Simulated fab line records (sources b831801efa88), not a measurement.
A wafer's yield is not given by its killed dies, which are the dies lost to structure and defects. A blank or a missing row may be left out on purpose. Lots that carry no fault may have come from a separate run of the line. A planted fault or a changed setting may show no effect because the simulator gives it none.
Comparing a struck lot with a sound one / flow gf180mcu / 16 steps out of a route of 602
Sound: wafers L610.3, L610.4, L610.5. Wafers struck: L626.1, L626.4, L626.6. At the end, the cause is stated.
For every step that has rows: the tool of each side, followed by ch and its chambers, followed by its first start. Under that, the readings that differ: sound wafers / struck wafers / difference of the means / sigmas: that difference in standard deviations of wafers without a fault.
alike: a reading whose means differ by less than 2 such deviations, as well as words and numbers matching on both sides. not compared: withheld readings; readings where some wafer has no value; bounds like >300 that might hide an equal value; numbers whose values overlap and for which the record gives no deviation.
Wherever a step has rows on one side only, a row that says differs or no value, or a row with sigmas, the two part there. When numbers do not overlap yet have no deviation, they are printed without sigmas and do not part them. A reading missing from all wafers of one side parts the sides only when that side holds two or more wafers.

GF_STI_CMP_25: polishes, stops on Si3N4, t overpolish 33 s, target thk 524.6 nm.
  sound on cmp-02 ch 1,2, day 2 04:58; struck on cmp-02 ch 2,3, day 5 13:59
  alike: motorCurrentA, overpolishRunS, slurryFlowMlMin, timeToEndpointS
then, 4 steps without rows for these wafers: GF_STI_WET_ETCH_26 (etches SiO2 in dHF, target depth 94 nm, time 188 s); GF_STI_WET_ETCH_27 (etches Si3N4 in H3PO4, target depth 160 nm, time 1825 s); GF_STI_WET_ETCH_28 (etches SiO2 in dHF, target depth 20 nm, time 40 s); GF_STI_OXIDATION_29 (stabilise 600 s, purge 300 s, target thk 10 nm).
GF_STI_THK_MEAS_30:
  struck on filmMetro-04, day 5 18:09; sound on filmMetro-01, day 2 07:19
  alike: STI_OXIDATION_02_THK
then, 6 steps without rows for these wafers: GF_DNWELL_DEHYDRATE_00 (time 60 s); GF_DNWELL_HMDS_01 (prime time 60 s); GF_DNWELL_COAT_02 (resist thk 3000 nm); GF_DNWELL_SOFTBAKE_03; GF_DNWELL_EXPOSE_04 (exposes mask DNWELL, target cd 1700 nm); GF_DNWELL_PEB_05.
GF_DNWELL_DEVELOP_06: develop time 61.66 s.
  sound on lithoTrack-02 ch 0, day 2 19:00; struck on lithoTrack-02, day 6 08:00
  no value came back on the struck wafers for chillPlateTempC (C), developTimeS (s); on the sound wafers chillPlateTempC (C) reads 23.02 22.93 22.99
next, for these wafers, 1 step has no rows: GF_DNWELL_IMPLANT_07.
GF_DNWELL_STRIP_08: strips in O2/N2.
  sound on plasmaAsher-02 ch 0,1, day 2 19:54; struck on plasmaAsher-04 ch 0,1, day 6 08:55
reading=heaterPowerW (W); sound=395 428 406; struck=303 312 313; difference=-100; sigmas=-2
  alike: drypumpMotorCurrentA, oesProductAu, stripTimeToEndpointS
  not compared: rfHoursCounterH
GF_DNWELL_TW_MEAS_09:
  struck on filmMetro-01, day 6 09:15; sound on filmMetro-02, day 2 19:59
reading=DNWELL_TW; sound=1360 1357 1354; struck=30 30 30; difference=-1327; sigmas=-78
  not compared: hold

== WHERE THEY PART ==
At GF_DNWELL_DEVELOP_06 first; at GF_DNWELL_TW_MEAS_09 last (within this record only).

WHY: what the simulator had put in
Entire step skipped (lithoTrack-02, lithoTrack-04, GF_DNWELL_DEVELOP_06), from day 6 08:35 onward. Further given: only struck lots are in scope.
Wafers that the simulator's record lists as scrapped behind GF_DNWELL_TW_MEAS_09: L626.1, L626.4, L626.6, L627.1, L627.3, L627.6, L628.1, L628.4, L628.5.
